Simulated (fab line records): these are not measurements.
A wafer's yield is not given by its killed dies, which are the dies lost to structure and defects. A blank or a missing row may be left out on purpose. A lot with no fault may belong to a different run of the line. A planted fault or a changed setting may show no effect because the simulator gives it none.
fab line records	flow gf180mcu
record: lots: 14	wafers: 42	last_day: 34
route steps=602 shown LVPWELL@64 MVSD@76 M2@366 M4@456
lots with no fault: from the same line, run without faults
start_h: start of the lot's first displayed wafer, in hours after the record's first day	wait_h: how many hours have passed since the lot's step before this one	" repeats the value in the row above	L1.1+2: several wafers, shown together as one row	- either no value or no given start	* or withheld: withheld	< > ~ a bound
route shown NAME@n: NAME is a module with steps in the file, n the number in the route of the first one	usual: mean and standard deviation over wafers with no fault	same: alike in all rows	chamber/n: place in a boat	sites: readings site by site	_std_site: standard deviation of those values	_edge_site: mean of outer sites minus mean of inner sites	radius_mm: for every site, how far away it sits from the centre of the wafer	mask NAME#n: copy n	behind: the most recent tool/chamber to have shaped the wafer	hold: the reason the lot was held/the length of the hold in hours/how it ended	device: the transistor (n, p or np) that didn't switch	end of line: the same wafers' tests at the end of the route	a step with no rows: only its recipe	killed: count of dies lost to structure and defects at first sort (not the wafer's yield)	map: a wafer's dies, marking killed ones x, the rest . and places with no die _
set.NAME: the run value of the setting; set.NAME@STEP: its run value at that earlier step	model.NAME: the simulator's own value behind a step, which no gauge read
a sample of lots followed through the steps of the route, with each step as a table and each wafer as a row
services: from which hour (start_h, from the record's first day; less than 0 if before it) a tool's chamber was out of use, for how many hours, and why
== steps ==
step: GF_LVPWELL_STRIP_10
recipe: chemistry: O2/N2	power_w: 1400	pressure_mtorr: 1500	platen_temp_c: 250	o2_flow_sccm: 3000	n2_flow_sccm: 300	overash_fraction: 0.5
usual: chamber_pressure_mTorr: 1500.0/1.4	drypump_motor_current_A: 5.5/0.37	heater_power_w: 331/35	o2_flow_sccm: 3000/8.5	oes_product_au: 0.723/0.0045	strip_time_to_endpoint_s: 36.97/0.098
lot.wafer	tool	chamber	start_h	wait_h	chamber_pressure_mTorr	drypump_motor_current_A	heater_power_w	o2_flow_sccm	oes_product_au	rf_hours_counter_h	strip_time_to_endpoint_s
L758.2	plasma_asher-02	1	62.39	0.1	1498.6	5.6	289	3001	0.720	41	37.04
L758.3	"	1	"	"	1500.7	5.6	289	3009	0.726	-	36.97
L758.4	"	0	"	"	1501.7	5.3	385	2999	0.726	-	36.97
L759.2	plasma_asher-01	1	67.44	0.1	1500.5	6.2	329	3006	0.715	26	36.87
L759.3	"	1	"	"	1500.0	6.2	323	2992	0.721	-	36.91
L759.5	"	0	"	"	1497.6	4.9	311	2995	0.724	-	36.85
L760.2	plasma_asher-01	1	89.54	0.1	1498.8	6.2	328	2999	0.729	29	36.90
L760.5	"	0	"	"	1497.1	4.9	320	3014	0.728	-	36.92
L760.6	"	1	"	"	1498.4	6.2	326	2995	0.721	-	36.92
L763.1	plasma_asher-03	1	93.99	0.1	1501.8	5.5	342	3003	0.727	40	37.01
L763.4	"	0	"	"	1499.6	5.5	302	3008	0.720	-	36.94
L763.6	"	0	"	"	1498.9	5.5	301	3003	0.726	-	36.98
L762.1	plasma_asher-01	0	94.69	0.1	-	-	-	-	-	-	-
L762.4	"	0	"	"	-	-	-	-	-	-	-
L762.6	"	1	"	"	-	-	-	-	-	-	-
L764.1	plasma_asher-01	1	99.60	0.1	-	-	-	-	-	-	-
L764.4	"	0	"	"	-	-	-	-	-	-	-
L764.6	"	1	"	"	-	-	-	-	-	-	-
L765.3	plasma_asher-03	0	107.48	0.1	1500.7	5.5	303	3001	0.728	-	36.98
L765.4	"	1	"	"	1501.9	5.5	352	3008	0.727	-	36.83
L765.5	"	0	"	"	1500.5	5.5	303	2985	0.718	-	36.86
L773.2	plasma_asher-03	1	156.75	0.1	1499.0	5.5	350	2986	0.722	47	36.83
L773.3	"	1	"	"	1503.2	5.5	346	2986	0.717	-	36.83
L773.5	"	1	"	"	1500.0	5.5	346	3000	0.718	-	36.78
L775.2	plasma_asher-02	0	165.67	0.1	1501.7	5.3	398	2997	0.721	5	36.86
L775.3	"	1	"	"	1501.1	5.6	290	2989	0.719	-	36.92
L775.4	"	0	"	"	1500.3	5.3	393	3001	0.728	-	36.88
L776.1	plasma_asher-03	1	171.80	0.1	1499.2	5.5	352	3019	0.729	49	36.94
L776.2	"	0	"	"	1501.5	5.5	303	3009	0.720	49	36.97
L776.4	"	1	"	"	1500.7	5.5	350	3010	0.722	-	37.05
L777.4	plasma_asher-02	1	179.03	0.1	1500.8	5.7	294	2996	0.730	-	36.99
L777.5	"	0	"	"	1501.3	5.3	393	2992	0.722	-	37.15
L777.6	"	1	"	"	1501.5	5.6	297	2989	0.732	-	37.12
L778.2	plasma_asher-01	1	185.17	0.1	1499.6	6.2	329	2989	0.727	40	36.97
L778.4	"	0	"	"	1501.7	4.9	310	3005	0.713	-	37.18
L778.6	"	0	"	"	1496.7	4.9	314	3000	0.725	-	37.12
L780.1	plasma_asher-02	0	196.89	0.1	1498.5	5.3	393	3013	0.723	9	37.09
L780.2	"	1	"	"	1501.3	5.6	298	2992	0.718	9	36.97
L780.5	"	1	"	"	1499.8	5.6	305	3002	0.718	-	36.96
L781.1	plasma_asher-01	0	201.24	0.1	1501.4	4.9	311	2999	0.727	41	36.98
L781.2	"	1	"	"	1499.9	6.2	335	2997	0.726	41	37.02
L781.6	"	1	"	"	1501.4	6.2	330	3002	0.724	-	36.88
step: GF_MVSD_STRIP_10
recipe: chemistry: O2/N2	power_w: 1400	pressure_mtorr: 1500	platen_temp_c: 250	o2_flow_sccm: 3000	n2_flow_sccm: 300	overash_fraction: 0.5
usual: chamber_pressure_mTorr: 1499.9/1.3	drypump_motor_current_A: 5.7/0.56	heater_power_w: 325/29	o2_flow_sccm: 3001/9.7	oes_product_au: 0.723/0.0044	strip_time_to_endpoint_s: 36.92/0.11
lot.wafer	tool	chamber	start_h	wait_h	chamber_pressure_mTorr	drypump_motor_current_A	heater_power_w	o2_flow_sccm	oes_product_au	rf_hours_counter_h	strip_time_to_endpoint_s
L758.2	plasma_asher-03	0	75.93	0.1	1501.3	5.5	306	3005	0.725	39	36.91
L758.3	"	1	"	"	1498.5	5.5	347	3006	0.722	-	36.88
L758.4	"	0	"	"	1498.7	5.5	304	3016	0.721	-	36.87
L759.2	plasma_asher-03	0	81.17	0.1	1499.3	5.5	302	2993	0.721	39	36.87
L759.3	"	0	"	"	1498.7	5.5	299	2986	0.728	-	36.88
L759.5	"	0	"	"	1497.9	5.5	303	3003	0.722	-	36.82
L760.2	plasma_asher-01	0	104.12	0.1	1498.8	4.9	308	3002	0.726	30	36.91
L760.5	"	1	"	"	1500.2	6.2	319	3002	0.717	-	37.03
L760.6	"	0	"	"	1499.2	4.9	312	2998	0.731	-	37.01
L763.1	plasma_asher-01	1	107.23	0.1	1498.5	6.2	327	3003	0.730	31	37.05
L763.4	"	0	"	"	1500.5	4.9	308	3013	0.720	-	36.98
L763.6	"	0	"	"	1499.6	4.9	307	3015	0.719	-	37.00
L762.1	plasma_asher-03	1	108.92	0.1	1499.7	5.5	338	3004	0.738	42	81.20
L762.4	"	1	"	"	1501.7	5.5	349	2996	0.739	-	81.25
L762.6	"	0	"	"	1502.7	5.5	300	2998	0.739	-	81.30
L764.1	plasma_asher-03	1	113.05	0.1	1499.5	5.5	343	2992	0.739	42	80.94
L764.4	"	1	"	"	1500.2	5.5	350	2996	0.742	-	80.87
L764.6	"	1	"	"	1500.1	5.5	332	2997	0.736	-	80.83
L765.3	plasma_asher-04	0	122.70	0.1	1499.2	6.6	382	3008	0.715	-	36.81
L765.4	"	1	"	"	1501.1	5.5	288	2986	0.725	-	36.96
L765.5	"	1	"	"	1498.9	5.5	290	2994	0.726	-	36.70
L773.2	plasma_asher-01	1	174.42	0.1	1498.7	6.2	333	3000	0.723	39	36.82
L773.3	"	1	"	"	1499.7	6.2	324	2988	0.726	-	36.84
L773.5	"	1	"	"	1499.5	6.2	328	2974	0.726	-	36.77
L775.2	plasma_asher-04	0	182.10	0.1	1500.4	6.6	391	3009	0.719	54	36.94
L775.3	"	0	"	"	1501.0	6.6	391	2999	0.717	-	36.98
L775.4	"	1	"	"	1499.8	5.6	290	2998	0.723	-	36.94
L776.1	plasma_asher-01	0	189.25	0.1	1502.0	4.9	310	2991	0.732	40	36.85
L776.2	"	1	"	"	1501.2	6.2	322	3000	0.720	40	36.88
L776.4	"	0	"	"	1500.7	4.9	310	2997	0.720	-	36.83
L777.4	plasma_asher-01	1	196.20	0.1	1500.5	6.2	331	2990	0.718	-	36.83
L777.5	"	0	"	"	1500.4	4.9	306	2993	0.721	-	36.91
L777.6	"	1	"	"	1499.0	6.2	321	3009	0.720	-	36.92
L778.2	plasma_asher-01	0	203.07	0.1	1501.7	4.9	305	2995	0.723	42	36.91
L778.4	"	0	"	"	1502.8	4.9	317	2995	0.722	-	36.92
L778.6	"	0	"	"	1500.5	4.9	309	2993	0.709	-	36.84
L780.1	plasma_asher-01	0	214.70	0.1	1499.6	4.9	308	3006	0.718	43	36.96
L780.2	"	1	"	"	1498.6	6.2	321	3008	0.728	43	37.00
L780.5	"	1	"	"	1501.1	6.2	326	2995	0.717	-	36.87
L781.1	plasma_asher-03	1	219.45	0.1	1498.7	5.5	338	3002	0.730	54	36.93
L781.2	"	0	"	"	1499.5	5.5	302	3007	0.717	54	36.86
L781.6	"	0	"	"	1500.2	5.5	298	2994	0.724	-	36.95
step: GF_MVSD_TW_MEAS_11
usual: MVSD_TW: 1586/20
lot.wafer	tool	chamber	start_h	wait_h	MVSD_TW
L758.2	film_metro-03	-	76.04	0.1	1575
L758.3	"	-	"	"	1580
L758.4	"	-	"	"	1574
L759.2	film_metro-01	-	81.28	0.1	1563
L759.3	"	-	"	"	1561
L759.5	"	-	"	"	1568
L760.2	film_metro-04	-	104.23	0.1	1617
L760.5	"	-	"	"	1622
L760.6	"	-	"	"	1618
L763.1	film_metro-03	-	107.33	0.1	1583
L763.4	"	-	"	"	1582
L763.6	"	-	"	"	1583
L762.1	film_metro-03	-	109.02	0.1	30
L762.4	"	-	"	"	30
L762.6	"	-	"	"	30
L764.1	film_metro-01	-	113.15	0.1	30
L764.4	"	-	"	"	30
L764.6	"	-	"	"	30
L765.3	film_metro-03	-	122.79	0.1	1587
L765.4	"	-	"	"	1582
L765.5	"	-	"	"	1596
L773.2	film_metro-01	-	174.53	0.1	1552
L773.3	"	-	"	"	1561
L773.5	"	-	"	"	1550
L775.2	film_metro-01	-	182.21	0.1	1561
L775.3	"	-	"	"	1553
L775.4	"	-	"	"	1557
L776.1	film_metro-03	-	189.35	0.1	1577
L776.2	"	-	"	"	1574
L776.4	"	-	"	"	1572
L777.4	film_metro-03	-	196.30	0.1	1573
L777.5	"	-	"	"	1578
L777.6	"	-	"	"	1580
L778.2	film_metro-03	-	203.18	0.1	1587
L778.4	"	-	"	"	1579
L778.6	"	-	"	"	1580
L780.1	film_metro-03	-	214.80	0.1	1576
L780.2	"	-	"	"	1577
L780.5	"	-	"	"	1578
L781.1	film_metro-03	-	219.55	0.1	1614
L781.2	"	-	"	"	1611
L781.6	"	-	"	"	1606
step: GF_M2_SPUTTER_04
recipe: material: TiN	target_thk_nm: 50	power_w: 6500	time_s: 41.7	chamber_pressure_pa: 0.4
usual: throttle_valve_pct: 30.0/0.7
lot.wafer	tool	chamber	start_h	wait_h	throttle_valve_pct
L758.2	pvd_sputter-03	-	402.50	0.0	31.0
L758.3	"	-	"	"	31.3
L758.4	"	-	"	"	31.3
L759.2	pvd_sputter-02	-	414.06	0.0	30.4
L759.3	"	-	"	"	29.2
L759.5	"	-	"	"	29.5
L760.2	pvd_sputter-02	-	451.26	0.0	30.8
L760.5	"	-	"	"	28.5
L760.6	"	-	"	"	29.6
L763.1	pvd_sputter-02	-	458.59	0.0	28.3
L763.4	"	-	"	"	29.7
L763.6	"	-	"	"	30.4
L762.1	pvd_sputter-03	-	459.89	0.0	30.4
L762.4	"	-	"	"	30.6
L762.6	"	-	"	"	30.1
L764.1	pvd_sputter-01	-	467.72	0.0	29.9
L764.4	"	-	"	"	29.8
L764.6	"	-	"	"	30.1
L765.3	pvd_sputter-02	-	481.26	0.0	28.6
L765.4	"	-	"	"	29.7
L765.5	"	-	"	"	30.7
L773.2	pvd_sputter-01	-	549.05	0.0	29.9
L773.3	"	-	"	"	30.1
L773.5	"	-	"	"	30.1
L775.2	pvd_sputter-03	-	562.32	0.0	30.2
L775.3	"	-	"	"	30.7
L775.4	"	-	"	"	31.2
L776.1	pvd_sputter-03	-	570.14	0.0	31.2
L776.2	"	-	"	"	31.0
L776.4	"	-	"	"	30.6
L777.4	pvd_sputter-01	-	577.34	0.0	30.1
L777.5	"	-	"	"	29.9
L777.6	"	-	"	"	29.7
L778.2	pvd_sputter-01	-	586.42	0.0	30.0
L778.4	"	-	"	"	30.1
L778.6	"	-	"	"	29.8
L780.1	pvd_sputter-02	-	598.05	0.0	29.6
L780.2	"	-	"	"	29.4
L780.5	"	-	"	"	28.5
L781.1	pvd_sputter-01	-	607.23	0.0	29.9
L781.2	"	-	"	"	29.7
L781.6	"	-	"	"	30.1
step: GF_M4_SPUTTER_00
recipe: material: Ti	target_thk_nm: 37.5	arriving_ion_energy_ev: 80	substrate_temp_c: 200	chamber_pressure_pa: 2	power_w: 4000	time_s: 150
usual: throttle_valve_pct: 30.2/0.7
lot.wafer	tool	chamber	start_h	wait_h	throttle_valve_pct
L758.2	pvd_sputter-01	-	502.86	0.1	30.0
L758.3	"	-	"	"	29.9
L758.4	"	-	"	"	29.7
L759.2	pvd_sputter-03	-	514.44	0.1	30.5
L759.3	"	-	"	"	30.3
L759.5	"	-	"	"	30.6
L760.2	pvd_sputter-03	-	551.14	0.1	30.5
L760.5	"	-	"	"	30.9
L760.6	"	-	"	"	30.1
L763.1	pvd_sputter-02	-	556.02	0.2	29.7
L763.4	"	-	"	"	29.5
L763.6	"	-	"	"	30.1
L762.1	pvd_sputter-03	-	557.09	0.1	30.5
L762.4	"	-	"	"	30.0
L762.6	"	-	"	"	30.5
L764.1	pvd_sputter-03	-	564.87	0.1	31.0
L764.4	"	-	"	"	30.2
L764.6	"	-	"	"	30.4
L765.3	pvd_sputter-02	-	577.69	0.2	29.6
L765.4	"	-	"	"	29.5
L765.5	"	-	"	"	28.6
L773.2	pvd_sputter-02	-	638.17	0.1	29.9
L773.3	"	-	"	"	30.8
L773.5	"	-	"	"	28.7
L775.2	pvd_sputter-02	-	650.25	0.2	30.8
L775.3	"	-	"	"	29.0
L775.4	"	-	"	"	29.7
L776.1	pvd_sputter-03	-	658.41	0.2	30.1
L776.2	"	-	"	"	30.7
L776.4	"	-	"	"	31.1
L777.4	pvd_sputter-01	-	665.40	0.1	29.4
L777.5	"	-	"	"	29.8
L777.6	"	-	"	"	30.1
L778.2	pvd_sputter-01	-	672.27	0.2	29.7
L778.4	"	-	"	"	30.2
L778.6	"	-	"	"	29.8
L780.1	pvd_sputter-03	-	683.14	0.1	30.8
L780.2	"	-	"	"	31.1
L780.5	"	-	"	"	30.0
L781.1	pvd_sputter-02	-	691.12	0.1	28.4
L781.2	"	-	"	"	29.5
L781.6	"	-	"	"	28.6
step: GF_M4_SPUTTER_04
recipe: material: TiN	target_thk_nm: 50	power_w: 6500	time_s: 41.7	chamber_pressure_pa: 0.4
usual: throttle_valve_pct: 30.2/0.71
lot.wafer	tool	chamber	start_h	wait_h	throttle_valve_pct
L758.2	pvd_sputter-01	-	503.04	0.0	30.3
L758.3	"	-	"	"	30.1
L758.4	"	-	"	"	29.7
L759.2	pvd_sputter-03	-	514.62	0.0	30.6
L759.3	"	-	"	"	30.3
L759.5	"	-	"	"	30.7
L760.2	pvd_sputter-03	-	551.32	0.0	30.5
L760.5	"	-	"	"	31.1
L760.6	"	-	"	"	30.3
L763.1	pvd_sputter-02	-	556.20	0.0	29.7
L763.4	"	-	"	"	29.7
L763.6	"	-	"	"	29.7
L762.1	pvd_sputter-03	-	557.27	0.0	30.7
L762.4	"	-	"	"	30.2
L762.6	"	-	"	"	30.4
L764.1	pvd_sputter-03	-	565.05	0.0	31.0
L764.4	"	-	"	"	30.2
L764.6	"	-	"	"	30.2
L765.3	pvd_sputter-02	-	577.87	0.0	29.8
L765.4	"	-	"	"	29.7
L765.5	"	-	"	"	28.5
L773.2	pvd_sputter-02	-	638.35	0.0	29.8
L773.3	"	-	"	"	30.6
L773.5	"	-	"	"	28.8
L775.2	pvd_sputter-02	-	650.43	0.0	30.5
L775.3	"	-	"	"	28.6
L775.4	"	-	"	"	29.6
L776.1	pvd_sputter-03	-	658.60	0.0	30.0
L776.2	"	-	"	"	30.5
L776.4	"	-	"	"	31.3
L777.4	pvd_sputter-01	-	665.58	0.0	29.5
L777.5	"	-	"	"	29.6
L777.6	"	-	"	"	30.1
L778.2	pvd_sputter-01	-	672.45	0.0	30.1
L778.4	"	-	"	"	29.6
L778.6	"	-	"	"	29.7
L780.1	pvd_sputter-03	-	683.32	0.0	30.4
L780.2	"	-	"	"	31.3
L780.5	"	-	"	"	29.8
L781.1	pvd_sputter-02	-	691.30	0.0	28.7
L781.2	"	-	"	"	29.8
L781.6	"	-	"	"	28.5
== services ==
tool	chamber	start_h	hours	kind
pvd_sputter-01	-	138.89	5.3	repair
pvd_sputter-02	-	172.94	3.1	repair
pvd_sputter-02	-	190.76	12.1	repair
pvd_sputter-01	-	195.78	0.5	repair
plasma_asher-03	-	226.52	1.5	repair
pvd_sputter-02	-	237.99	8.2	repair
pvd_sputter-01	-	270.56	19.1	repair
plasma_asher-01	-	299.71	2.0	repair
pvd_sputter-01	-	317.10	3.4	repair
pvd_sputter-01	-	324.88	3.9	repair
pvd_sputter-01	-	338.09	3.8	repair
pvd_sputter-01	-	357.03	0.6	repair
pvd_sputter-02	-	373.58	1.6	repair
pvd_sputter-02	-	374.65	3.0	repair
pvd_sputter-02	-	481.57	1.1	repair
pvd_sputter-02	-	501.46	1.7	repair
pvd_sputter-01	-	517.94	1.8	repair
plasma_asher-01	-	576.58	14.6	pm
plasma_asher-01	-	592.24	28.1	pm
pvd_sputter-02	-	601.38	4.2	repair
plasma_asher-01	-	621.76	2.8	pm
pvd_sputter-02	-	647.08	1.9	repair
pvd_sputter-01	-	667.28	1.5	repair
pvd_sputter-01	-	682.94	19.3	repair
== key ==
first_sign: step: GF_LVPWELL_STRIP_10	reading: tool_record	direction: missing
effect: step: GF_MVSD_STRIP_10	reading: strip_time_to_endpoint_s	direction: up	sigmas: 99+	usual: *	struck: *
effect: step: GF_MVSD_TW_MEAS_11	reading: MVSD_TW	direction: down	sigmas: 78	usual: 1586	struck: 30
met_at GF_LVPWELL_STRIP_10
struck_lots L762,L764
sort_left_out L762.1,L762.4,L762.6,L764.1,L764.4,L764.6
tester_left_out L762,L764
not_acting_at GF_M2_SPUTTER_04,GF_M4_SPUTTER_00,GF_M4_SPUTTER_04
onset_between 89.54 94.69
fault: kind: skipped_step_whole	tool: plasma_asher-01	chamber: -	onset_h: 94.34	steps: GF_LVPWELL_STRIP_10	scope: struck_lots_only
tester_left_out: of these lots the tester's yield and bins aren't shown, on N5 and GAA mostly nor the transistor test; their killed dies are dies lost to structure and defects alone, not to doping, threshold or leakage, so they don't give the yield
sort_left_out: the simulated sort isn't trusted on such a fault, so these wafers' sort isn't shown, and their yield isn't known
